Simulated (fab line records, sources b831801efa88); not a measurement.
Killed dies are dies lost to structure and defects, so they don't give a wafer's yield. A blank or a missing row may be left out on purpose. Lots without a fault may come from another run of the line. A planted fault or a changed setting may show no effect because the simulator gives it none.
Split-lot experiment | flow gf180mcu | 5 lots, 23 wafers read, on a route of 602 steps

THE SPLIT
At GF_MIM_SPUTTER_09 (material TiN, target thk 35 nm, time 29.2 s), the setting power_w was moved away from the recipe's 6500 W on 8 of the 23 wafers read, by -7.0% to +11.9%. The other wafers ran this setting at the recipe's value.

The reading is taken at the split's own step.

THE READING
TiN_of_MIM_SPUTTER_09.thk_nm (the simulator's own value, which no gauge read), in nm, at GF_MIM_SPUTTER_09 (material TiN, target thk 35 nm, time 29.2 s). The file gives no usual value for it. The 15 wafers here that ran the recipe average 35.32 nm, standard deviation 0.28 nm.

wafer  | tool, chamber at the split | power_w as run, W | against the recipe | TiN_of_MIM_SPUTTER_09.thk_nm, nm | against lot-mates on the recipe
L077.1 | pvd_sputter-04, -          | 6500              | recipe             | 35.37                            | -
L077.2 | pvd_sputter-04, -          | 6500              | recipe             | 35.6                             | -
L077.4 | pvd_sputter-04, -          | 6500              | recipe             | 35.13                            | -
L077.5 | pvd_sputter-04, -          | 6500              | recipe             | 35.34                            | -
L077.6 | pvd_sputter-04, -          | 6500              | recipe             | 35.81                            | -
L079.1 | pvd_sputter-04, -          | 7133              | +9.7%              | 38.92                            | +3.71
L079.2 | pvd_sputter-04, -          | 7133              | +9.7%              | 38.81                            | +3.60
L079.3 | pvd_sputter-04, -          | 7133              | +9.7%              | 38.49                            | +3.28
L079.4 | pvd_sputter-04, -          | 6500              | recipe             | 35.12                            | -
L079.5 | pvd_sputter-04, -          | 6500              | recipe             | 35.3                             | -
L080.2 | pvd_sputter-04, -          | 6500              | recipe             | 34.9                             | -
L080.3 | pvd_sputter-04, -          | 6048              | -7.0%              | 32.89                            | -2.41
L080.4 | pvd_sputter-04, -          | 6500              | recipe             | 35.86                            | -
L080.5 | pvd_sputter-04, -          | 6048              | -7.0%              | 33.07                            | -2.23
L080.6 | pvd_sputter-04, -          | 6500              | recipe             | 35.13                            | -
L081.1 | pvd_sputter-04, -          | 7274              | +11.9%             | 39.69                            | +4.66
L081.2 | pvd_sputter-04, -          | 6500              | recipe             | 35.2                             | -
L081.3 | pvd_sputter-04, -          | 7274              | +11.9%             | 39.37                            | +4.34
L081.4 | pvd_sputter-04, -          | 6500              | recipe             | 34.86                            | -
L081.5 | pvd_sputter-04, -          | 7274              | +11.9%             | 39.58                            | +4.55
L082.2 | pvd_sputter-04, -          | 6500              | recipe             | 35.24                            | -
L082.5 | pvd_sputter-04, -          | 6500              | recipe             | 35.52                            | -
L082.6 | pvd_sputter-04, -          | 6500              | recipe             | 35.37                            | -

THE FIT
A straight line over all 23 wafers: TiN_of_MIM_SPUTTER_09.thk_nm changes by +0.351 nm for each +1% of power_w; r = +0.99; the points scatter about the line by 0.26 nm.
The same after taking each lot's own level away (the mean of its wafers on the recipe; 23 wafers): +0.365 nm for each +1%; r = +0.99; scatter 0.24 nm.
On that fit, the largest move of power_w shifts the reading by 4.4 nm.
The lots' own levels span 35.030 to 35.450 nm, that is 1.5 times the standard deviation above.
So the lot-to-lot level changes the slope little: the two slopes agree.
Check: with one of the wafers moved furthest among these (+11.9%) left out of the fit, the line predicts +4.33 nm for it against its lot-mates. It came out at +4.66 nm against them.

OTHER SPLITS ON THESE WAFERS
These wafers also went through other splits before the reading. Each is held against what the fit with the lots' levels taken away leaves over:
other split on the same wafers | wafers away from the commonest value | r with TiN_of_MIM_SPUTTER_09.thk_nm (lot level and that fit taken away)
GF_V4_SPUTTER_22 power_w       | 8                                    | -0.23
GF_MIM_CVD_05 time_s           | 7                                    | -0.41

THE FILE'S OWN FIT
TiN_of_MIM_SPUTTER_09.thk_nm changes by +0.366 nm for each +1% of power_w, r = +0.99.
